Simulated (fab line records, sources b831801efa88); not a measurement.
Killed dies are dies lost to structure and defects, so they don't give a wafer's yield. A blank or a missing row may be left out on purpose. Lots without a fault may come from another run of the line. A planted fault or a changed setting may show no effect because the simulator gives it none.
fab line records | flow gf180mcu | part 1 of 2: steps 1 to 28 of 37
record lots=5 wafers=15 last_day=34
route steps=602 shown M3@426 V3@429 M4@456
lots that met no fault: from a run of the same line without faults
start_h: hours from the record's first day to the start of the lot's first wafer shown | wait_h: hours since the lot's step before | " the same as in the row above | L1.1+2: a row that stands for several wafers | - no value, or no start given | * or withheld: withheld | < > ~ a bound
route shown NAME@n: a module of which the file shows steps, and the number in the route of the first | usual: mean/standard deviation of fault-free wafers | same: alike in all rows | chamber/n: place in a boat | sites: the reading at each site | _std_site: their standard deviation | _edge_site: outer sites' mean less inner sites' | radius_mm: how far each site lies from the wafer's centre | mask NAME#n: copy n | behind: the tool/chamber that last shaped the wafer | hold: why the lot was held/for how many hours/how that ended | device: the transistor (n, p or np) that didn't switch | end of line: the same wafers' tests at the end of the route | a step without rows: its recipe alone | killed: dies lost to structure and defects at the first sort, not the wafer's yield | map: a wafer's dies, x killed, . not, _ none there
set.NAME: the setting as run; set.NAME@STEP: as run at that earlier step | model.NAME: the simulator's own value behind a step, which no gauge read
lots at some steps of the route; a table a step, a row a wafer
services: from which hour (start_h, from the record's first day; less than 0 if before it) a tool's chamber was out of use, for how many hours, and why
## steps
# step GF_M3_STRIP_17
# recipe chemistry=O2/N2 power_w=1400 pressure_mtorr=1500 platen_temp_c=250 o2_flow_sccm=3000 n2_flow_sccm=300 overash_fraction=0.5
# usual chamber_pressure_mTorr=1499.9/1.3 drypump_motor_current_A=5.85/0.26 heater_power_w=329/27 n2_flow_sccm=300.0/0.89 o2_flow_sccm=3000/8 oes_product_au=0.559/0.0049 strip_time_to_endpoint_s=7.91/0.054
# columns lot.wafer tool chamber start_h wait_h chamber_pressure_mTorr drypump_motor_current_A heater_power_w n2_flow_sccm o2_flow_sccm oes_product_au rf_hours_counter_h strip_time_to_endpoint_s
L078.4 plasma_asher-04 1 533.52 0.1 1502.3 5.88 343 300.3 2989 0.555 - 7.75
L078.5 " 1 " " 1498.9 5.90 354 300.0 2995 0.553 - 7.83
L078.6 " 0 " " 1499.4 5.92 341 299.7 3007 0.559 - 7.80
L084.4 plasma_asher-04 0 576.52 0.1 1498.7 5.99 339 300.8 2997 0.562 - 7.93
L084.5 " 1 " " 1499.9 5.89 344 299.5 3002 0.564 - 7.98
L084.6 " 0 " " 1498.9 5.96 342 301.3 3003 0.559 - 7.93
L087.1 plasma_asher-03 1 595.78 0.1 1500.1 5.26 313 299.9 3009 0.557 17 7.84
L087.2 " 0 " " 1498.9 6.22 270 300.6 2997 0.551 17 7.90
L087.5 " 0 " " 1499.0 6.21 274 300.4 2994 0.563 - 7.89
L090.2 plasma_asher-04 0 620.78 0.1 1499.5 5.99 344 300.5 2997 0.569 55 7.89
L090.5 " 0 " " 1503.3 5.98 339 298.4 3008 0.557 - 7.94
L090.6 " 1 " " 1502.1 5.87 348 298.8 2996 0.559 - 7.88
L097.1 plasma_asher-02 0 662.22 0.1 1500.7 5.82 343 300.1 2997 0.555 100 7.90
L097.2 " 1 " " 1499.0 5.70 327 300.2 2997 0.567 100 7.90
L097.4 " 0 " " 1499.2 5.82 355 299.5 2998 0.564 - 7.93
# step GF_M3_STRIP_18
# recipe chemistry=post_etch_residue_remover time_s=1200 temp_c=72.5
# usual bath_heat_duty_pct=14.3/1.1
# columns lot.wafer tool chamber start_h wait_h bath_heat_duty_pct
L078.4 wet_bench-04 3 533.58 0.0 17.3
L078.5 " 3 " " 16.9
L078.6 " 3 " " 16.2
L084.4 wet_bench-03 0 576.58 0.0 14.5
L084.5 " 0 " " 14.5
L084.6 " 0 " " 14.9
L087.1 wet_bench-01 2 595.88 0.1 13.5
L087.2 " 2 " " 12.5
L087.5 " 2 " " 12.8
L090.2 wet_bench-01 0 620.88 0.1 13.6
L090.5 " 0 " " 12.7
L090.6 " 0 " " 13.5
L097.1 wet_bench-04 3 662.32 0.1 16.3
L097.2 " 3 " " 15.8
L097.4 " 3 " " 16.9
# step GF_M3_CLEAN_19
# recipe chemistry=DIW dry=n2_spin
# columns lot.wafer tool chamber start_h wait_h
L078.4+5+6 wet_bench-01 2 534.33 0.0
L084.4+5+6 wet_bench-04 1 576.96 0.0
L087.1+2+5 wet_bench-04 3 596.23 0.0
L090.2+5+6 wet_bench-03 0 621.23 0.0
L097.1+2+4 wet_bench-03 1 662.66 0.0
# step GF_V3_CVD_00
# recipe material=SiO2 target_thk_nm=600 sigma_open_frac=0.3 temp_c=400 time_s=100 sih4_flow_sccm=60 pressure_mtorr=6
# columns lot.wafer tool chamber start_h wait_h
L078.4+5+6 hdpcvd-02 2,1,0 534.46 0.0
L084.4+5+6 hdpcvd-02 1,0,2 577.08 0.0
L087.1+2+5 hdpcvd-02 1,0,1 596.32 0.0
L090.2+5+6 hdpcvd-02 2,0,2 621.32 0.0
L097.1+2+4 hdpcvd-01 1,2,1 662.75 0.0
# step GF_V3_THK_MEAS_01
# recipe reads=SiO2_of_V3_CVD_00
# usual V3_CVD_00_THK=600/5.1
# columns lot.wafer tool chamber start_h wait_h V3_CVD_00_THK[nm]
L078.4 film_metro-04 - 534.52 0.0 601
L078.5 " - " " 599
L078.6 " - " " 587
L084.4 film_metro-01 - 577.15 0.0 599
L084.5 " - " " 606
L084.6 " - " " 602
L087.1 film_metro-03 - 596.39 0.0 598
L087.2 " - " " 603
L087.5 " - " " 596
L090.2 film_metro-03 - 621.40 0.0 601
L090.5 " - " " 597
L090.6 " - " " 601
L097.1 film_metro-01 - 662.83 0.0 595
L097.2 " - " " 603
L097.4 " - " " 595
# step GF_V3_CVD_02
# recipe material=SiO2 target_thk_nm=850 precursor=TEOS temp_c=400 time_s=94.851 rf_w=600
# usual heater_power_w=720/110
# columns lot.wafer tool chamber start_h wait_h heater_power_w
L078.4 pecvd-03 1 534.59 0.1 841
L078.5 " 2 " " 528
L078.6 " 0 " " 743
L084.4 pecvd-02 2 577.22 0.1 615
L084.5 " 1 " " 832
L084.6 " 0 " " 896
L087.1 pecvd-01 2 596.45 0.1 699
L087.2 " 1 " " 560
L087.5 " 2 " " 543
L090.2 pecvd-02 2 621.45 0.0 736
L090.5 " 0 " " 939
L090.6 " 2 " " 599
L097.1 pecvd-01 0 662.89 0.1 644
L097.2 " 1 " " 614
L097.4 " 1 " " 647
# step GF_V3_THK_MEAS_03
# recipe reads=SiO2_of_V3_CVD_02
# usual V3_CVD_02_THK=850/11
# columns lot.wafer tool chamber start_h wait_h V3_CVD_02_THK[nm]
L078.4 film_metro-04 - 534.65 0.0 863
L078.5 " - " " 854
L078.6 " - " " 850
L084.4 film_metro-03 - 577.28 0.0 865
L084.5 " - " " 846
L084.6 " - " " 868
L087.1 film_metro-01 - 596.52 0.0 846
L087.2 " - " " 828
L087.5 " - " " 861
L090.2 film_metro-01 - 621.53 0.0 844
L090.5 " - " " 857
L090.6 " - " " 849
L097.1 film_metro-03 - 662.96 0.0 841
L097.2 " - " " 829
L097.4 " - " " 851
# step GF_V3_CMP_04
# recipe material=SiO2 down_force_psi=4 platen_rpm=60 pad_velocity_m_s=0.94248
# usual motor_current_A=11.6/1.4 platen_rpm=60.00/0.036 time_to_endpoint_s=80/5
# columns lot.wafer tool chamber start_h wait_h motor_current_A platen_rpm time_to_endpoint_s
L078.4 cmp-01 3 534.83 0.2 10.3 60.01 84
L078.5 " 0 " " 11.3 60.01 85
L078.6 " 1 " " 10.5 59.96 78
L084.4 cmp-01 0 577.46 0.2 10.8 59.98 87
L084.6 " 1 " " 10.4 60.02 84
L084.5 " 2 " " 13.7 59.95 78
L087.1 cmp-01 3 596.63 0.1 10.4 60.00 82
L087.2 " 1 " " 10.3 59.99 71
L087.5 " 2 " " 14.0 59.98 86
L090.2 cmp-01 0 621.68 0.1 11.5 59.97 77
L090.5 " 2 " " 12.8 59.98 81
L090.6 " 3 " " 10.3 59.99 79
L097.1 cmp-01 3 663.02 0.1 10.1 60.02 78
L097.4 " 1 " " 10.7 59.94 75
L097.2 " 2 " " 12.7 59.98 71
# step GF_V3_BOW_MEAS_05
# recipe mode=bow
# usual V3_BOW=116/8.8
# columns lot.wafer tool chamber start_h wait_h V3_BOW[um]
L078.4 film_metro-03 - 535.04 0.2 114
L078.5 " - " " 112
L078.6 " - " " 111
L084.4 film_metro-04 - 577.67 0.2 125
L084.5 " - " " 112
L084.6 " - " " 118
L087.1 film_metro-01 - 596.88 0.2 115
L087.2 " - " " 129
L087.5 " - " " 125
L090.2 film_metro-03 - 621.90 0.2 124
L090.5 " - " " 127
L090.6 " - " " 127
L097.1 film_metro-01 - 663.32 0.2 114
L097.2 " - " " 115
L097.4 " - " " 126
# step GF_V3_DEHYDRATE_06
# recipe temp_c=200 time_s=60
# columns lot.wafer tool chamber start_h wait_h
L078.4+5+6 litho_track-01 0 546.14 11.1
L084.4+5+6 litho_track-04 0 588.28 10.6
L087.1+2+5 litho_track-02 0 606.72 9.8
L090.2+5+6 litho_track-01 0 631.19 9.3
L097.1+2+4 litho_track-01 0 672.46 9.1
# step GF_V3_HMDS_07
# recipe prime_time_s=60 prime_temp_c=120
# columns lot.wafer tool chamber start_h wait_h
L078.4+5+6 litho_track-01 0 546.29 0.1
L084.4+5+6 litho_track-04 0 588.43 0.1
L087.1+2+5 litho_track-02 0 606.87 0.1
L090.2+5+6 litho_track-01 0 631.34 0.1
L097.1+2+4 litho_track-01 0 672.61 0.1
# step GF_V3_COAT_08
# recipe resist=BARC temp_c=withheld time_s=withheld spin_rpm=withheld resist_thk_nm=withheld
# columns lot.wafer tool chamber start_h wait_h
L078.4+5+6 litho_track-01 0 546.44 0.1
L084.4+5+6 litho_track-04 0 588.58 0.1
L087.1+2+5 litho_track-02 0 607.02 0.1
L090.2+5+6 litho_track-01 0 631.49 0.1
L097.1+2+4 litho_track-01 0 672.76 0.1
# step GF_V3_COAT_09
# recipe resist=KrF spin_rpm=withheld resist_thk_nm=1000
# columns lot.wafer tool chamber start_h wait_h
L078.4+5+6 litho_track-01 0 - -
L084.4+5+6 litho_track-04 0 - -
L087.1+2+5 litho_track-02 0 - -
L090.2+5+6 litho_track-01 0 - -
L097.1+2+4 litho_track-01 0 - -
# step GF_V3_SOFTBAKE_10
# recipe temp_c=130 time_s=60 resist=KrF
# columns lot.wafer tool chamber start_h wait_h
L078.4+5+6 litho_track-01 0 - -
L084.4+5+6 litho_track-04 0 - -
L087.1+2+5 litho_track-02 0 - -
L090.2+5+6 litho_track-01 0 - -
L097.1+2+4 litho_track-01 0 - -
# step GF_V3_EXPOSE_11
# recipe mask_id=Via3 target_cd_nm=260 na=0.68 source_shape=conventional sigma_outer=0.6 dose_mj=38
# same na=0.68
# columns lot.wafer tool chamber start_h wait_h mask
L078.4+5+6 krf_scanner-01 0 - - Via3#0
L084.4+5+6 krf_scanner-01 0 - - Via3#0
L087.1+2+5 krf_scanner-02 0 - - Via3#0
L090.2+5+6 krf_scanner-02 0 - - Via3#0
L097.1+2+4 krf_scanner-02 0 - - Via3#0
# step GF_V3_PEB_12
# recipe peb_temp_c=135 peb_time_s=90 resist=KrF
# columns lot.wafer tool chamber start_h wait_h
L078.4+5+6 litho_track-04 0 - -
L084.4+5+6 litho_track-02 0 - -
L087.1+2+5 litho_track-01 0 - -
L090.2+5+6 litho_track-04 0 - -
L097.1+2+4 litho_track-01 0 - -
# step GF_V3_DEVELOP_13
# recipe develop_time_s=60 resist=KrF dev_temp_c=21
# columns lot.wafer tool chamber start_h wait_h
L078.4+5+6 litho_track-04 0 557.98 0.1
L084.4+5+6 litho_track-02 0 598.49 0.1
L087.1+2+5 litho_track-01 0 617.22 0.2
L090.2+5+6 litho_track-04 0 641.93 0.2
L097.1+2+4 litho_track-01 0 682.66 0.2
# step GF_V3_CD_MEAS_14
# recipe target_cd_nm=260
# usual cd_nm=260.0/1.2
# columns lot.wafer tool chamber start_h wait_h cd_nm
L078.4 cd_sem-02 - 558.11 0.1 258.2
L078.5 " - " " 258.0
L078.6 " - " " 258.3
L084.4 cd_sem-01 - 598.63 0.1 257.9
L084.5 " - " " 258.7
L084.6 " - " " 257.8
L087.1 cd_sem-01 - 617.37 0.1 260.4
L087.2 " - " " 260.3
L087.5 " - " " 258.9
L090.2 cd_sem-02 - 642.07 0.1 260.7
L090.5 " - " " 261.3
L090.6 " - " " 260.6
L097.1 cd_sem-01 - 682.81 0.1 261.2
L097.2 " - " " 260.9
L097.4 " - " " 260.4
# step GF_V3_OVL_MEAS_15
# usual V3_OVL=4/6.1
# columns lot.wafer tool chamber start_h wait_h V3_OVL[nm]
L078.4 overlay-02 - 558.19 0.1 4
L078.5 " - " " 2
L078.6 " - " " 5
L084.4 overlay-02 - 598.71 0.1 7
L084.5 " - " " 2
L084.6 " - " " 7
L087.1 overlay-01 - 617.49 0.1 -1
L087.2 " - " " -1
L087.5 " - " " -4
L090.2 overlay-01 - 642.18 0.1 0
L090.5 " - " " 0
L090.6 " - " " 1
L097.1 overlay-01 - 682.93 0.1 5
L097.2 " - " " 10
L097.4 " - " " 8
# step GF_V3_ETCH_16
# recipe chemistry=N2/H2 target_depth_a=withheld overetch_a=withheld time_s=withheld target=BARC ion_energy_ev=200 source_w=500 bias_w=100 pressure_mtorr=30 n2_flow_sccm=100 h2_flow_sccm=200
# usual chamber_pressure_mTorr=29.999/0.026 drypump_motor_current_A=5.8/0.44 n2_flow_sccm=99.99/0.29 oes_product_au=0.855/0.0045 throttle_valve_pct=13.224/0.0084
# columns lot.wafer tool chamber start_h wait_h chamber_pressure_mTorr drypump_motor_current_A n2_flow_sccm oes_product_au throttle_valve_pct
L078.4 rie_diel-04 2 558.21 0.0 29.974 5.6 99.99 0.848 13.221
L078.5 " 1 " " 30.007 6.5 100.15 0.859 13.216
L078.6 " 0 " " 30.037 5.6 100.10 0.854 13.219
L084.4 rie_diel-03 1 598.72 0.0 30.004 5.5 99.71 0.857 13.246
L084.5 " 2 " " 30.007 5.3 99.79 0.856 13.228
L084.6 " 1 " " 29.987 5.5 100.08 0.855 13.216
L087.1 rie_diel-03 0 617.52 0.0 29.988 5.4 99.86 0.853 13.215
L087.2 " 1 " " 30.043 5.5 100.39 0.847 13.217
L087.5 " 1 " " 30.031 5.5 100.06 0.850 13.209
L090.2 rie_diel-03 0 642.21 0.0 30.031 5.3 99.71 0.857 13.228
L090.5 " 0 " " 30.021 5.3 99.57 0.858 13.229
L090.6 " 3 " " 30.001 5.2 100.04 0.863 13.222
L097.1 rie_diel-01 1 682.97 0.0 29.995 6.1 99.80 0.849 13.229
L097.2 " 3 " " 29.993 6.4 99.49 0.855 13.211
L097.4 " 1 " " 30.038 6.1 99.75 0.853 13.235
# step GF_V3_ETCH_17
# recipe chemistry=C4F8/O2/Ar mask_material=KrF target=SiO2 stop_on=TiN source_w=1500 bias_w=1200 pressure_mtorr=40 c4f8_flow_sccm=withheld O2_flow_sccm=6 Ar_flow_sccm=300 time_s=withheld target_depth_a=6350
# usual chamber_pressure_mTorr=40.00/0.036 oes_product_au=0.856/0.0047
# columns lot.wafer tool chamber start_h wait_h chamber_pressure_mTorr oes_product_au
L078.4 rie_diel-04 2 - - 40.07 0.857
L078.5 " 1 " " 40.01 0.864
L078.6 " 0 " " 40.01 0.847
L084.4 rie_diel-03 1 - - 40.01 0.859
L084.5 " 2 " " 39.98 0.847
L084.6 " 1 " " 39.98 0.858
L087.1 rie_diel-03 0 - - 39.92 0.851
L087.2 " 1 " " 39.98 0.858
L087.5 " 1 " " 39.92 0.860
L090.2 rie_diel-03 0 - - 40.04 0.854
L090.5 " 0 " " 39.95 0.856
L090.6 " 3 " " 40.02 0.855
L097.1 rie_diel-01 1 - - 39.93 0.859
L097.2 " 3 " " 39.96 0.853
L097.4 " 1 " " 39.98 0.855
# step GF_V3_STRIP_18
# recipe chemistry=O2/N2 power_w=1400 pressure_mtorr=1500 platen_temp_c=250 o2_flow_sccm=3000 n2_flow_sccm=300 overash_fraction=0.5
# usual chamber_pressure_mTorr=1500.0/1.4 drypump_motor_current_A=5.6/0.38 heater_power_w=328/41 n2_flow_sccm=300.0/0.92 o2_flow_sccm=3000/8.9 oes_product_au=0.594/0.0044
# columns lot.wafer tool chamber start_h wait_h chamber_pressure_mTorr drypump_motor_current_A heater_power_w n2_flow_sccm o2_flow_sccm oes_product_au rf_hours_counter_h
L078.4 plasma_asher-03 0 558.37 - 1498.8 6.2 266 300.0 3003 0.584 -
L078.5 " 1 " " 1499.9 5.2 307 299.5 2998 0.588 -
L078.6 " 0 " " 1499.7 6.2 264 298.3 3003 0.587 -
L084.4 plasma_asher-01 1 598.89 - 1498.9 5.4 387 298.8 2983 0.584 -
L084.5 " 1 " " 1500.0 5.4 372 300.3 2987 0.596 -
L084.6 " 0 " " 1499.4 5.2 361 299.7 2995 0.594 -
L087.1 plasma_asher-01 1 617.65 - 1500.5 5.4 388 301.8 2999 0.595 84
L087.2 " 0 " " 1501.3 5.2 365 298.9 3002 0.598 84
L087.5 " 1 " " 1500.3 5.4 388 300.1 2998 0.596 -
L090.2 plasma_asher-03 0 642.34 - 1499.4 6.2 272 298.5 2991 0.594 22
L090.5 " 0 " " 1502.1 6.2 262 298.9 2986 0.592 -
L090.6 " 1 " " 1499.8 5.3 314 300.0 2996 0.597 -
L097.1 plasma_asher-02 1 683.16 - 1500.2 5.7 326 299.6 3000 0.602 102
L097.2 " 0 " " 1501.3 5.8 362 301.3 2989 0.598 102
L097.4 " 1 " " 1501.5 5.7 329 299.3 3000 0.598 -
# step GF_V3_STRIP_19
# recipe chemistry=post_etch_residue_remover time_s=1200 temp_c=72.5
# usual bath_heat_duty_pct=14.6/1.4
# columns lot.wafer tool chamber start_h wait_h bath_heat_duty_pct
L078.4 wet_bench-04 3 558.44 0.0 17.1
L078.5 " 3 " " 15.0
L078.6 " 3 " " 16.9
L084.4 wet_bench-04 2 598.95 0.0 13.6
L084.5 " 2 " " 14.3
L084.6 " 2 " " 12.9
L087.1 wet_bench-04 3 617.75 0.1 17.0
L087.2 " 3 " " 16.8
L087.5 " 3 " " 15.1
L090.2 wet_bench-02 0 642.44 0.1 12.3
L090.5 " 0 " " 12.1
L090.6 " 0 " " 11.4
L097.1 wet_bench-03 2 683.26 0.1 15.9
L097.2 " 2 " " 14.6
L097.4 " 2 " " 15.1
# step GF_V3_CLEAN_20
# recipe chemistry=DIW dry=n2_spin
# columns lot.wafer tool chamber start_h wait_h
L078.4+5+6 wet_bench-03 0 559.18 0.0
L084.4+5+6 wet_bench-03 0 599.29 0.0
L087.1+2+5 wet_bench-02 2 618.09 0.0
L090.2+5+6 wet_bench-03 1 642.78 0.0
L097.1+2+4 wet_bench-02 0 683.61 0.0
# step GF_V3_SPUTTER_21
# recipe material=Ti target_thk_nm=15 chamber_pressure_pa=5 power_w=2500 substrate_temp_c=200 time_s=80.02
# usual throttle_valve_pct=30.2/1
# columns lot.wafer tool chamber start_h wait_h throttle_valve_pct
L078.4 pvd_sputter-01 - 559.28 0.0 29.7
L078.5 " - " " 32.2
L078.6 " - " " 29.9
L084.4 pvd_sputter-04 - 599.39 0.0 29.0
L084.5 " - " " 32.0
L084.6 " - " " 31.4
L087.1 pvd_sputter-04 - 618.18 0.0 32.2
L087.2 " - " " 31.3
L087.5 " - " " 29.2
L090.2 pvd_sputter-04 - 642.88 0.0 29.7
L090.5 " - " " 29.4
L090.6 " - " " 31.2
L097.1 pvd_sputter-02 - 683.70 0.0 30.5
L097.2 " - " " 29.7
L097.4 " - " " 29.2
# step GF_V3_SPUTTER_22
# recipe material=TiN target_thk_nm=10 chamber_pressure_pa=5 power_w=4000 time_s=40
# usual throttle_valve_pct=30.2/1
# columns lot.wafer tool chamber start_h wait_h throttle_valve_pct
L078.4 pvd_sputter-01 - 559.34 0.0 29.3
L078.5 " - " " 32.1
L078.6 " - " " 30.2
L084.4 pvd_sputter-04 - 599.45 0.0 29.2
L084.5 " - " " 32.1
L084.6 " - " " 31.1
L087.1 pvd_sputter-04 - 618.24 0.0 32.1
L087.2 " - " " 30.8
L087.5 " - " " 29.2
L090.2 pvd_sputter-04 - 642.94 0.0 29.9
L090.5 " - " " 29.2
L090.6 " - " " 31.1
L097.1 pvd_sputter-02 - 683.77 0.0 30.5
L097.2 " - " " 29.8
L097.4 " - " " 29.3
# step GF_V3_CVD_23
# recipe material=W target_thk_nm=350 time_s=104.9 temp_c=400 pressure_torr=40
# usual heater_power_w=863/82
# columns lot.wafer tool chamber start_h wait_h heater_power_w
L078.4 cvd_w-01 0 559.41 0.1 871
L078.5 " 1 " " 974
L078.6 " 0 " " 852
L084.4 cvd_w-01 0 599.52 0.1 879
L084.5 " 0 " " 885
L084.6 " 1 " " 950
L087.1 cvd_w-01 1 618.28 0.0 963
L087.2 " 0 " " 870
L087.5 " 0 " " 865
L090.2 cvd_w-01 1 642.98 0.0 945
L090.5 " 0 " " 881
L090.6 " 1 " " 952
L097.1 cvd_w-02 1 683.81 0.0 710
L097.2 " 0 " " 828
L097.4 " 0 " " 816
# step GF_V3_RS_MEAS_24
# recipe thk_meas_gauge=four-point-probe reads=W_of_V3_CVD_23+TiN_of_V3_SPUTTER_22+Ti_of_V3_SPUTTER_21
# usual V3_W_RS=0.330/0.0036
# columns lot.wafer tool chamber start_h wait_h V3_W_RS[ohm/sq]
L078.4 film_metro-03 - 559.55 0.1 0.329
L078.5 " - " " 0.333
L078.6 " - " " 0.333
L084.4 film_metro-03 - 599.66 0.1 0.328
L084.5 " - " " 0.331
L084.6 " - " " 0.327
L087.1 film_metro-03 - 618.40 0.1 0.331
L087.2 " - " " 0.327
L087.5 " - " " 0.332
L090.2 film_metro-01 - 643.11 0.1 0.335
L090.5 " - " " 0.330
L090.6 " - " " 0.334
L097.1 film_metro-01 - 683.92 0.1 0.332
L097.2 " - " " 0.331
L097.4 " - " " 0.326
